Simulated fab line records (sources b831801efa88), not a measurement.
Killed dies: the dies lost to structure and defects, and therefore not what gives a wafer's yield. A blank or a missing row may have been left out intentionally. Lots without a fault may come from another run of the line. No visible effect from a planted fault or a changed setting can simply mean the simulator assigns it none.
Which tool was responsible? + flow sky130 + 39 wafers from 13 lots sampled at 2 of the route's 708 steps

## WHAT EACH GAUGE READ, for each wafer
SKY_VT_ADJUST_NCORE_OVL_MEAS_08. Usual: VT_ADJUST_NCORE_OVL typically reads 0.7 nm, with standard deviation 1.5.
| lot  | measured     | on         | VT_ADJUST_NCORE_OVL (nm) | flag |
|------|--------------|------------|--------------------------|------|
| L108 | day 9 02:35  | overlay-02 | 0.5 1.4 2.9              |      |
| L109 | day 9 15:38  | overlay-02 | 1.8 1.7 1.6              |      |
| L110 | day 9 19:52  | overlay-02 | -0.8 -0.4 -1.7           |      |
| L111 | day 10 05:23 | overlay-01 | 0.6 0.8 -0.2             |      |
| L112 | day 10 09:41 | overlay-02 | 2.2 1.4 0.7              |      |
| L113 | day 10 12:59 | overlay-01 | -1.7 -1.3 0.0            |      |
| L114 | day 10 20:34 | overlay-01 | 2.0 1.9 1.4              |      |
| L116 | day 11 10:14 | overlay-02 | 0.0 1.2 -0.1             |      |
| L118 | day 11 23:19 | overlay-01 | 2.0 2.3 1.0              |      |
| L119 | day 12 06:53 | overlay-02 | 2.4 3.0 1.9              |      |
| L128 | day 14 18:12 | overlay-02 | 2.0 2.1 3.1              |      |
| L129 | day 15 10:50 | overlay-02 | 3.2 2.6 3.1              |      |
| L131 | day 15 23:19 | overlay-02 | 0.8 1.7 0.5              |      |

SKY_SONOS_TUNNEL_OVL_MEAS_08. Usual: SONOS_TUNNEL_OVL typically reads 0.3 nm, with standard deviation 1.2.
| lot  | measured     | on         | SONOS_TUNNEL_OVL (nm) | flag |
|------|--------------|------------|-----------------------|------|
| L108 | day 12 01:08 | overlay-01 | 0.6 0.1 0.7           |      |
| L109 | day 12 14:56 | overlay-01 | 0.2 0.6 1.9           |      |
| L110 | day 12 20:20 | overlay-02 | 2.1 -0.4 1.4          |      |
| L111 | day 13 06:29 | overlay-02 | 0.5 -0.6 0.3          |      |
| L112 | day 13 11:00 | overlay-02 | 0.0 0.2 0.1           |      |
| L113 | day 13 14:23 | overlay-02 | 0.0 -0.8 -0.7         |      |
| L114 | day 13 22:14 | overlay-02 | 1.6 2.1 2.8           |      |
| L116 | day 14 14:20 | overlay-02 | 0.9 0.0 1.1           |      |
| L118 | day 15 06:11 | overlay-01 | 0.3 -0.3 0.3          |      |
| L119 | day 15 19:26 | overlay-01 | -1.1 -2.1 -2.1        |      |
| L128 | day 18 08:48 | overlay-02 | -0.4 1.1 -0.5         |      |
| L129 | day 19 03:38 | overlay-02 | 2.6 3.1 2.8           |      |
| L131 | day 19 17:53 | overlay-02 | -0.7 -0.4 -2.4        |      |

## TOOL THAT RAN EACH LOT (tool first, then ch and the chambers of the sampled wafers, then the start)
No process step before these readings appears in the record.

## AS READ BY THE TOOLS THEMSELVES (means over the sampled wafers that have a number; for cases with no such wafer, the mark the record gives instead)
The record holds no such reading with a usual standard deviation.

## THE ANSWER, worked out from the rows above alone
Rule: a lot counts as off when the mean over its wafers that have a number is more than 3 standard deviations away from the usual mean. Also off: a lot with no number at a reading for which 4 or more lots have one. The other lots that the step has rows for count as sound. After the gauges, taken in route order, come the tools' own readings; for these a lot's mean is taken, as printed above. The first step at which some lot is off is used, and at that step the reading that is off furthest; a lot without a number counts as furthest.
Across all readings shown, no lot is off: no conclusion can be drawn from this.

## WHAT THE SIMULATOR PUT IN
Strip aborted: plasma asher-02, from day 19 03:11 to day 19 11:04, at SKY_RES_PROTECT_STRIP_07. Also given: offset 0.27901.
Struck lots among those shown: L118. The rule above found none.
